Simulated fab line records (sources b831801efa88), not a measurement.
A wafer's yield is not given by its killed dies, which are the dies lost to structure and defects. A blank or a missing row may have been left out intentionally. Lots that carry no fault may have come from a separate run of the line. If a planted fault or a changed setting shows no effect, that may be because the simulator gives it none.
fab line records	flow sky130
[record] lots = 6	wafers = 18	last-day = 50
route steps=708 shown CONTACT@426 METAL1@434 PAD_OPEN@708
lots that met no fault: taken from a fault-free run of the same line
start-h: start of the lot's first displayed wafer, in hours after the record's first day	wait-h: how many hours have passed since the lot's step before this one	" identical to the entry in the row above	L1.1+2: several wafers, shown together as one row	- no value, or no start was given	* or withheld: withheld	< > ~ a bound
route shown NAME@n: a module of which the file shows steps, and the number in the route of the first	usual: mean and standard deviation over wafers with no fault	same: alike in all rows	chamber/n: place in a boat	sites: per-site readings	_std_site: how widely they spread, as a standard deviation	_edge_site: outer sites' mean less inner sites'	radius-mm: for every site, how far away it sits from the centre of the wafer	mask NAME#n: copy n	behind: the most recent tool/chamber to have shaped the wafer	hold: why the lot was held/for how many hours/how that ended	device: the transistor (n, p or np) that didn't switch	end of line: the route-end tests of the same wafers	where a step has no rows: the recipe by itself	killed: dies lost to structure and defects at the first sort, not the wafer's yield	map: the dies of a wafer, with x for killed, . for not killed, _ for no die there
set.NAME: setting as actually run; set.NAME@STEP: the setting as run at that earlier step	model.NAME: the simulator's own value behind a step, which no gauge read
certain route steps with their lots: each step a table, each wafer a row
services: from which hour (start-h, from the record's first day; less than 0 if before it) a tool's chamber was out of use, for how many hours, and why
[[steps]]
[step SKY_CONTACT_STRIP_20]
[recipe] chemistry = post-etch-residue-remover	time-s = 1200	temp-c = 72.5
[step SKY_CONTACT_CLEAN_21]
[recipe] chemistry = IPA	time-s = 180	temp-c = 25
[step SKY_CONTACT_CLEAN_22]
[recipe] chemistry = O3/DIW	dry = n2-spin
[step SKY_CONTACT_SPUTTER_23]
[recipe] material = TiN	target-thk-nm = 20	chamber-pressure-pa = 5	power-w = 4000	time-s = 80
[step SKY_CONTACT_CVD_24]
[recipe] material = W	target-thk-nm = 340	time-s = 102.12	temp-c = 400	pressure-torr = 40
[usual] heater-power-w = 892/44
lot.wafer	tool	chamber	start-h	wait-h	heater-power-w
L642.1	cvd-w-02	0	748.27	0.0	944
L642.5	"	1	"	"	838
L642.6	"	0	"	"	954
L647.2	cvd-w-01	1	797.26	0.0	898
L647.5	"	0	"	"	822
L647.6	"	1	"	"	892
L649.3	cvd-w-02	0	808.31	0.1	934
L649.4	"	1	"	"	854
L649.5	"	1	"	"	867
L648.1	cvd-w-02	0	815.39	0.0	952
L648.3	"	1	"	"	842
L648.6	"	0	"	"	951
L658.2	cvd-w-01	1	878.76	0.0	908
L658.3	"	0	"	"	859
L658.5	"	0	"	"	891
L661.3	cvd-w-01	1	906.13	0.1	903
L661.4	"	0	"	"	852
L661.5	"	0	"	"	870
[step SKY_CONTACT_RS_MEAS_25]
[recipe] thk-meas-gauge = four-point-probe	reads = W_of_CONTACT_CVD_24+TiN_of_CONTACT_SPUTTER_23
[usual] CONTACT_W_RS = 0.342/0.0055
lot.wafer	tool	chamber	start-h	wait-h	CONTACT_W_RS[ohm/sq]
L642.1	film-metro-03	-	748.38	0.1	0.348
L642.5	"	-	"	"	0.338
L642.6	"	-	"	"	0.345
L647.2	film-metro-02	-	797.39	0.1	0.348
L647.5	"	-	"	"	0.334
L647.6	"	-	"	"	0.355
L649.3	film-metro-01	-	808.42	0.1	0.347
L649.4	"	-	"	"	0.344
L649.5	"	-	"	"	0.347
L648.1	film-metro-03	-	815.50	0.1	0.342
L648.3	"	-	"	"	0.344
L648.6	"	-	"	"	0.345
L658.2	film-metro-01	-	878.89	0.1	0.349
L658.3	"	-	"	"	0.336
L658.5	"	-	"	"	0.338
L661.3	film-metro-01	-	906.24	0.1	0.342
L661.4	"	-	"	"	0.328
L661.5	"	-	"	"	0.331
[step SKY_CONTACT_THK_MEAS_26]
[recipe] thk-meas-gauge = xrf	reads = W_of_CONTACT_CVD_24
[usual] CONTACT_W_THK = 341/6.3
lot.wafer	tool	chamber	start-h	wait-h	CONTACT_W_THK[nm]
L642.1	film-metro-03	-	748.50	0.1	337
L642.5	"	-	"	"	342
L642.6	"	-	"	"	337
L647.2	film-metro-02	-	797.50	0.1	337
L647.5	"	-	"	"	354
L647.6	"	-	"	"	330
L649.3	film-metro-01	-	808.52	0.1	341
L649.4	"	-	"	"	343
L649.5	"	-	"	"	342
L648.1	film-metro-03	-	815.62	0.1	336
L648.3	"	-	"	"	335
L648.6	"	-	"	"	337
L658.2	film-metro-01	-	879.00	0.1	336
L658.3	"	-	"	"	351
L658.5	"	-	"	"	346
L661.3	film-metro-01	-	906.34	0.1	341
L661.4	"	-	"	"	356
L661.5	"	-	"	"	353
[step SKY_CONTACT_CMP_27]
[recipe] stop-on = SiO2	t-overpolish-s = 15	down-force-psi = 3.5	platen-rpm = 60	target-thk-nm = 0	pad-velocity-m-s = 0.94248
[step SKY_METAL1_SPUTTER_00]
[recipe] material = Ti	target-thk-nm = 15	power-w = 3000	time-s = 10	chamber-pressure-pa = 0.4
[usual] throttle-valve-pct = 29.7/1
lot.wafer	tool	chamber	start-h	wait-h	throttle-valve-pct
L642.1	pvd-sputter-04	-	748.86	0.2	30.8
L642.5	"	-	"	"	30.9
L642.6	"	-	"	"	30.3
L647.2	pvd-sputter-04	-	797.85	0.1	30.7
L647.5	"	-	"	"	31.3
L647.6	"	-	"	"	30.6
L649.3	pvd-sputter-04	-	808.86	0.1	30.8
L649.4	"	-	"	"	28.9
L649.5	"	-	"	"	30.4
L648.1	pvd-sputter-04	-	815.98	0.1	28.9
L648.3	"	-	"	"	31.1
L648.6	"	-	"	"	31.2
L658.2	pvd-sputter-02	-	879.35	0.2	29.2
L658.3	"	-	"	"	29.1
L658.5	"	-	"	"	29.3
L661.3	pvd-sputter-02	-	906.68	0.2	29.4
L661.4	"	-	"	"	28.4
L661.5	"	-	"	"	29.2
[step SKY_METAL1_SPUTTER_01]
[recipe] material = TiN	target-thk-nm = 20	power-w = 6500	time-s = 16.7	chamber-pressure-pa = 0.4
[step SKY_METAL1_SPUTTER_02]
[recipe] material = AlCu	target-thk-nm = 250	power-w = 10600	time-s = 13.3	chamber-pressure-pa = 0.4
[step SKY_METAL1_SPUTTER_03]
[recipe] material = Ti	target-thk-nm = 5	power-w = 3000	time-s = 3.3	chamber-pressure-pa = 0.4
[usual] throttle-valve-pct = 29.6/1
lot.wafer	tool	chamber	start-h	wait-h	throttle-valve-pct
L642.1	pvd-sputter-04	-	748.93	0.0	30.5
L642.5	"	-	"	"	30.9
L642.6	"	-	"	"	30.3
L647.2	pvd-sputter-04	-	797.92	0.0	30.5
L647.5	"	-	"	"	31.1
L647.6	"	-	"	"	30.4
L649.3	pvd-sputter-04	-	808.93	0.0	30.9
L649.4	"	-	"	"	28.5
L649.5	"	-	"	"	30.2
L648.1	pvd-sputter-04	-	816.05	0.0	29.1
L648.3	"	-	"	"	31.1
L648.6	"	-	"	"	30.9
L658.2	pvd-sputter-02	-	879.42	0.0	29.2
L658.3	"	-	"	"	29.5
L658.5	"	-	"	"	28.9
L661.3	pvd-sputter-02	-	906.76	0.0	29.1
L661.4	"	-	"	"	28.2
L661.5	"	-	"	"	29.6
[step SKY_METAL1_SPUTTER_04]
[recipe] material = TiN	target-thk-nm = 70	power-w = 6500	time-s = 58.3	chamber-pressure-pa = 0.4
[usual] throttle-valve-pct = 29.6/1
lot.wafer	tool	chamber	start-h	wait-h	throttle-valve-pct	model.TiN_of_METAL1_SPUTTER_04.thk-nm
L642.1	pvd-sputter-04	-	748.95	0.0	30.4	71.37
L642.5	"	-	"	"	31.1	71.53
L642.6	"	-	"	"	30.4	69.97
L647.2	pvd-sputter-04	-	797.94	0.0	30.8	70.5
L647.5	"	-	"	"	30.7	69.84
L647.6	"	-	"	"	30.3	68.97
L649.3	pvd-sputter-04	-	808.95	0.0	31.1	70.93
L649.4	"	-	"	"	28.9	78.77
L649.5	"	-	"	"	30.4	70.81
L648.1	pvd-sputter-04	-	816.07	0.0	28.8	77.86
L648.3	"	-	"	"	30.9	69.87
L648.6	"	-	"	"	31.2	69.72
L658.2	pvd-sputter-02	-	879.44	0.0	29.2	69.69
L658.3	"	-	"	"	29.2	70.85
L658.5	"	-	"	"	29.2	69.29
L661.3	pvd-sputter-02	-	906.77	0.0	29.4	70.61
L661.4	"	-	"	"	28.2	71.47
L661.5	"	-	"	"	29.3	71.99
[step SKY_METAL1_RS_MEAS_05]
[recipe] thk-meas-gauge = four-point-probe	reads = TiN_of_METAL1_SPUTTER_04+Ti_of_METAL1_SPUTTER_03+AlCu_of_METAL1_SPUTTER_02+TiN_of_METAL1_SPUTTER_01+Ti_of_METAL1_SPUTTER_00
[usual] METAL1_ALCU_RS = 0.1268/0.0013
lot.wafer	tool	chamber	start-h	wait-h	METAL1_ALCU_RS[ohm/sq]
L642.1	film-metro-03	-	749.00	0.0	0.1283
L642.5	"	-	"	"	0.1274
L642.6	"	-	"	"	0.1276
L647.2	film-metro-04	-	798.01	0.0	0.1266
L647.5	"	-	"	"	0.1262
L647.6	"	-	"	"	0.1270
L649.3	film-metro-02	-	809.04	0.1	0.1264
L649.4	"	-	"	"	0.1267
L649.5	"	-	"	"	0.1268
L648.1	film-metro-03	-	816.12	0.0	0.1267
L648.3	"	-	"	"	0.1268
L648.6	"	-	"	"	0.1264
L658.2	film-metro-04	-	879.51	0.0	0.1276
L658.3	"	-	"	"	0.1251
L658.5	"	-	"	"	0.1256
L661.3	film-metro-02	-	906.86	0.1	0.1263
L661.4	"	-	"	"	0.1255
L661.5	"	-	"	"	0.1250
[step SKY_METAL1_THK_MEAS_06]
[recipe] thk-meas-gauge = xrf	reads = AlCu_of_METAL1_SPUTTER_02
[usual] METAL1_ALCU_THK = 251.7/2.6
lot.wafer	tool	chamber	start-h	wait-h	METAL1_ALCU_THK[nm]
L642.1	film-metro-03	-	749.12	0.1	247.5
L642.5	"	-	"	"	248.8
L642.6	"	-	"	"	248.5
L647.2	film-metro-04	-	798.12	0.1	253.3
L647.5	"	-	"	"	254.8
L647.6	"	-	"	"	253.7
L649.3	film-metro-02	-	809.14	0.1	250.9
L649.4	"	-	"	"	246.5
L649.5	"	-	"	"	250.4
L648.1	film-metro-03	-	816.24	0.1	247.6
L648.3	"	-	"	"	248.5
L648.6	"	-	"	"	251.7
L658.2	film-metro-04	-	879.62	0.1	251.9
L658.3	"	-	"	"	256.2
L658.5	"	-	"	"	254.5
L661.3	film-metro-02	-	906.96	0.1	253.1
L661.4	"	-	"	"	252.5
L661.5	"	-	"	"	254.2
[step SKY_METAL1_DEHYDRATE_07]
[recipe] temp-c = 200	time-s = 60
[step SKY_METAL1_HMDS_08]
[recipe] prime-time-s = 60	prime-temp-c = 120
[step SKY_METAL1_COAT_09]
[recipe] resist = BARC	temp-c = withheld	time-s = withheld	spin-rpm = 3000	resist-thk-nm = 60
[step SKY_METAL1_COAT_10]
[recipe] resist = KrF-thick	spin-rpm = 3000	resist-thk-nm = 450
[step SKY_METAL1_SOFTBAKE_11]
[recipe] temp-c = 100	time-s = 90	resist = KrF-thick
[step SKY_METAL1_EXPOSE_12]
[recipe] mask-id = MM1	na = 0.8	source-shape = annular	sigma-inner = 0.55	sigma-outer = 0.85	target-cd-nm = 140	dose-mj = 28
[step SKY_METAL1_PEB_13]
[recipe] peb-temp-c = withheld	peb-time-s = withheld	resist = KrF-thick
[step SKY_METAL1_DEVELOP_14]
[recipe] develop-time-s = 60	resist = KrF-thick	dev-temp-c = 21
[step SKY_METAL1_CD_MEAS_15]
[recipe] target-cd-nm = 140
[usual] cd-nm = 140.2/1.4
lot.wafer	tool	chamber	start-h	wait-h	cd-nm
L642.1	cd-sem-01	-	776.03	-	139.8
L642.5	"	-	"	"	139.7
L642.6	"	-	"	"	138.7
L647.2	cd-sem-01	-	824.43	-	141.8
L647.5	"	-	"	"	142.4
L647.6	"	-	"	"	140.6
L649.3	cd-sem-02	-	835.50	-	139.4
L649.4	"	-	"	"	138.9
L649.5	"	-	"	"	137.3
L648.1	cd-sem-01	-	842.46	-	139.9
L648.3	"	-	"	"	138.6
L648.6	"	-	"	"	140.9
L658.2	cd-sem-02	-	905.45	-	139.3
L658.3	"	-	"	"	141.0
L658.5	"	-	"	"	139.8
L661.3	cd-sem-02	-	932.17	-	139.9
L661.4	"	-	"	"	140.4
L661.5	"	-	"	"	139.7
[step SKY_METAL1_OVL_MEAS_16]
[usual] METAL1_OVL = -1/6.1
lot.wafer	tool	chamber	start-h	wait-h	METAL1_OVL[nm]
L642.1	overlay-02	-	776.15	0.1	3
L642.5	"	-	"	"	-9
L642.6	"	-	"	"	-6
L647.2	overlay-01	-	824.54	0.1	1
L647.5	"	-	"	"	10
L647.6	"	-	"	"	5
L649.3	overlay-01	-	835.59	0.1	-8
L649.4	"	-	"	"	4
L649.5	"	-	"	"	3
L648.1	overlay-02	-	842.58	0.1	8
L648.3	"	-	"	"	6
L648.6	"	-	"	"	-3
L658.2	overlay-02	-	905.56	0.1	-7
L658.3	"	-	"	"	-8
L658.5	"	-	"	"	-3
L661.3	overlay-01	-	932.26	0.1	-9
L661.4	"	-	"	"	-2
L661.5	"	-	"	"	-1
[step SKY_METAL1_DESCUM_17]
[recipe] chemistry = O2	source-power-w = 150	bias-power-w = 0	pressure-mtorr = 10	temp-c = 40	time-s = 8
[usual] drypump-motor-current-A = 5.8/0.37	oes-product-au = 0.996/0.016
lot.wafer	tool	chamber	start-h	wait-h	drypump-motor-current-A	oes-product-au	rf-hours-counter-h
L642.1	rie-metal-04	0	776.19	0.0	6.2	1.005	5
L642.5	"	1	"	"	6.4	0.981	-
L642.6	"	0	"	"	6.2	1.020	-
L647.2	rie-metal-02	0	824.57	0.0	5.5	1.020	6
L647.5	"	0	"	"	5.5	1.031	-
L647.6	"	1	"	"	5.8	0.973	-
L649.3	rie-metal-02	0	835.63	0.0	5.5	1.021	-
L649.4	"	1	"	"	5.8	0.979	-
L649.5	"	0	"	"	5.5	1.020	-
L648.1	rie-metal-02	1	842.62	0.0	5.8	0.968	15
L648.3	"	1	"	"	5.8	0.983	-
L648.6	"	0	"	"	5.5	0.997	-
L658.2	rie-metal-04	1	905.59	0.0	6.4	0.996	13
L658.3	"	1	"	"	6.3	0.994	-
L658.5	"	1	"	"	6.4	0.977	-
L661.3	rie-metal-02	1	932.30	0.0	5.8	0.984	-
L661.4	"	0	"	"	5.5	1.004	-
L661.5	"	1	"	"	5.8	0.989	-
[step SKY_METAL1_ETCH_18]
[recipe] chemistry = N2/H2	target = BARC	ion-energy-ev = 200	bias-w = 100	pressure-mtorr = 30	n2-flow-sccm = 100	h2-flow-sccm = 200	icp-w = 500	stop-on = SiO2	time-s = 45.9	target-depth-a = 600
[step SKY_METAL1_METAL_ETCH_19]
[recipe] target-depth-a = 3600	stop-on = SiO2	over-etch-frac = 0.3	time-s = 79.16	chemistry = Cl2/BCl3	resist-sidewall-deg = 88	pressure-mtorr = 10	icp-w = 900	bias-w = 48.5	Cl2_flow_sccm = 60	bcl3-flow-sccm = 30
[usual] drypump-motor-current-A = 5.8/0.37	oes-product-au = 0.851/0.0059	throttle-valve-pct = 22.264/0.0093
lot.wafer	tool	chamber	start-h	wait-h	drypump-motor-current-A	oes-product-au	rf-hours-counter-h	throttle-valve-pct
L642.1	rie-metal-04	0	776.28	0.0	6.1	0.849	5	22.270
L642.5	"	1	"	"	6.4	0.855	-	22.273
L642.6	"	0	"	"	6.1	0.846	-	22.265
L647.2	rie-metal-02	0	824.66	0.0	5.5	0.852	6	22.265
L647.5	"	0	"	"	5.5	0.849	-	22.275
L647.6	"	1	"	"	5.8	0.841	-	22.281
L649.3	rie-metal-02	0	835.74	0.1	5.5	0.853	-	22.267
L649.4	"	1	"	"	5.8	0.840	-	22.263
L649.5	"	0	"	"	5.5	0.850	-	22.259
L648.1	rie-metal-02	1	842.71	0.0	5.8	0.860	15	22.271
L648.3	"	1	"	"	5.8	0.856	-	22.262
L648.6	"	0	"	"	5.5	0.848	-	22.256
L658.2	rie-metal-04	1	905.68	0.0	6.4	0.846	13	22.272
L658.3	"	1	"	"	6.4	0.862	-	22.267
L658.5	"	1	"	"	6.4	0.853	-	22.253
L661.3	rie-metal-02	1	932.41	0.1	5.8	0.853	-	22.252
L661.4	"	0	"	"	5.5	0.860	-	22.270
L661.5	"	1	"	"	5.8	0.865	-	22.267
[step SKY_METAL1_STRIP_20]
[recipe] chemistry = O2/N2	power-w = 1400	pressure-mtorr = 1500	platen-temp-c = withheld	o2-flow-sccm = 3000	n2-flow-sccm = 300	overash-fraction = 0.5
[step SKY_METAL1_STRIP_21]
[recipe] chemistry = post-etch-residue-remover	time-s = 1200	temp-c = 72.5
lot.wafer	tool	chamber	start-h	wait-h	model.TiN_of_METAL1_SPUTTER_04.thk-nm
L642.1	wet-bench-01	1	776.47	0.1	70.95
L642.5	"	1	"	"	71.11
L642.6	"	1	"	"	69.55
L647.2	wet-bench-01	1	824.85	0.1	70.09
L647.5	"	1	"	"	69.43
L647.6	"	1	"	"	68.56
L649.3	wet-bench-01	3	835.90	0.0	70.5
L649.4	"	3	"	"	78.35
L649.5	"	3	"	"	70.38
L648.1	wet-bench-02	1	842.90	0.1	77.44
L648.3	"	1	"	"	69.44
L648.6	"	1	"	"	69.3
L658.2	wet-bench-01	3	905.87	0.1	69.27
L658.3	"	3	"	"	70.43
L658.5	"	3	"	"	68.87
L661.3	wet-bench-04	3	932.57	0.0	70.2
L661.4	"	3	"	"	71.06
L661.5	"	3	"	"	71.58
[step SKY_METAL1_CLEAN_22]
[recipe] chemistry = IPA	time-s = 180	temp-c = 25
[step SKY_PAD_OPEN_PROBE_99]
[usual] defect-limited-yield = 82.5/1.9	killed_at_M0_to_M3 = 42/6.9	killed_at_M4_up = 3.2/1.7	killed-at-contacts = 25/5.1	killed-at-front-end = 15/4.5	killed-at-other = 0.4/0.63	killed-dies = 86/9.3	killed-open = 46/7	killed-short = 39/6.9	sort_bin_3_pad_short = 0.9/0.45	sort_bin_5_function = 10.4/1.5	sort_bin_6_memory = 6.3/1.1	sort-n-pass = 406/9.3	sort-yield-pct = 82.5/1.9
[same] gross-dies = 492	killed-at-back-side = 0	sort_bin_4_leakage[%] = 0	sort_bin_8_speed[%] = 0
lot.wafer	tool	chamber	start-h	wait-h	defect-limited-yield[%]	killed_at_M0_to_M3	killed_at_M4_up	killed-at-contacts	killed-at-front-end	killed-at-other	killed-dies	killed-open	killed-short	sort_bin_3_pad_short[%]	sort_bin_5_function[%]	sort_bin_6_memory[%]	sort-n-pass	sort-yield-pct[%]
L647.2	prober-02	-	1124.95	0.1	80.3	54	3	32	8	0	97	44	53	1.6	11.6	6.5	395	80.3
L647.5	prober-02	-	1125.10	0.2	80.3	55	2	23	17	0	97	54	43	1.0	11.4	7.3	395	80.3
L647.6	prober-02	-	1125.15	0.2	82.9	48	2	21	13	0	84	37	46	1.4	9.1	6.5	408	82.9
L648.1	prober-01	-	1136.45	0.1	81.7	44	2	29	15	0	90	59	31	1.4	9.3	7.5	402	81.7
L648.3	prober-01	-	1136.55	0.2	79.1	49	3	28	22	1	103	48	55	0.6	14.6	5.7	389	79.1
L648.6	prober-01	-	1136.70	0.2	83.3	44	1	26	11	0	82	47	35	0.6	9.6	6.5	410	83.3
// killed by level:class
L647.2 CONTACT:geometric-particle:short=11 CONTACT:geometric-particle:open=9 VIA1:geometric-particle:open=9 METAL1:geometric-particle:short=8 VIA3:geometric-particle:open=7 LI_CONTACT:geometric-particle:open=6 VIA1:geometric-particle:short=6 METAL2:geometric-particle:short=6
L647.5 VIA1:geometric-particle:open=11 CONTACT:geometric-particle:open=10 METAL2:geometric-particle:short=10 VIA3:geometric-particle:open=9 LI_CONTACT:geometric-particle:open=6 VIA1:geometric-particle:short=6 VIA2:geometric-particle:open=6 FIELD_ISO:geometric-particle:short=5
L647.6 VIA1:geometric-particle:open=9 METAL2:geometric-particle:short=8 VIA1:geometric-particle:short=7 LI_CONTACT:geometric-particle:open=6 CONTACT:geometric-particle:open=6 METAL1:geometric-particle:short=5 VIA2:geometric-particle:open=5 CONTACT:geometric-particle:short=4
L648.1 VIA1:geometric-particle:open=12 LI_CONTACT:geometric-particle:open=11 POLY_GATE:geometric-particle:open=7 CONTACT:geometric-particle:open=7 VIA3:geometric-particle:open=7 VIA2:geometric-particle:open=6 METAL1:geometric-particle:short=5 LI_CONTACT:geometric-particle:short=4
L648.3 CONTACT:geometric-particle:open=12 METAL2:geometric-particle:short=10 FIELD_ISO:geometric-particle:short=9 VIA1:geometric-particle:open=8 METAL3:geometric-particle:short=5 LI_CONTACT:geometric-particle:open=5 CONTACT:geometric-particle:short=5 VIA3:geometric-particle:open=5
L648.6 VIA1:geometric-particle:open=14 CONTACT:geometric-particle:open=10 METAL2:geometric-particle:short=6 LI_CONTACT:geometric-particle:short=5 LI_CONTACT:geometric-particle:open=5 VIA3:geometric-particle:open=5 VIA1:geometric-particle:short=5 VIA2:geometric-particle:open=5
[[services]]
tool	chamber	start-h	hours	kind
pvd-sputter-02	-	760.52	4.8	repair
pvd-sputter-02	2	786.30	-	consumable-replace:kit
pvd-sputter-02	2	786.30	18.0	scheduled-down
pvd-sputter-02	2	786.30	18.0	vent-cycle
wet-bench-02	-	794.44	2.4	repair
cvd-w-02	1	832.08	2.5	repair
cvd-w-01	-	841.19	0.8	repair
rie-metal-04	1	866.54	3.6	repair
rie-metal-02	-	870.71	1.4	pm
wet-bench-02	-	872.08	3.0	repair
cvd-w-01	0	879.17	3.1	repair
wet-bench-02	-	882.03	0.9	repair
cvd-w-02	-	890.65	6.0	pm
rie-metal-04	1	891.65	6.7	repair
pvd-sputter-04	1	895.05	-	consumable-replace:kit
pvd-sputter-04	1	895.05	18.0	scheduled-down
pvd-sputter-04	1	895.05	18.0	vent-cycle
rie-metal-02	1	903.24	-	clean
rie-metal-02	1	903.24	13.2	scheduled-down
rie-metal-02	1	903.24	13.2	vent-cycle
cvd-w-02	-	904.00	14.0	pm
cvd-w-01	-	918.00	6.9	pm
pvd-sputter-02	1	925.89	-	consumable-replace:kit
pvd-sputter-02	1	925.89	18.0	scheduled-down
[[key]]
first-sign none at tools or gauges
[model-effect] step = SKY_METAL1_SPUTTER_04	value = TiN_of_METAL1_SPUTTER_04.thk-nm	without = 69.31	struck = 78.32
[model-effect] step = SKY_METAL1_STRIP_21	value = TiN_of_METAL1_SPUTTER_04.thk-nm	without = 68.89	struck = 77.89
met-at SKY_METAL1_SPUTTER_04
struck-wafers L648.1,L649.4
[fault] kind = process-parameter-drift	tool = pvd-sputter-04	chamber = -	onset-h = 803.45	steps = SKY_METAL1_SPUTTER_04	channel = time-s	offset = *	shape = step	end-h = 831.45	acts-in = *	stated = *	scope = struck-wafers-only
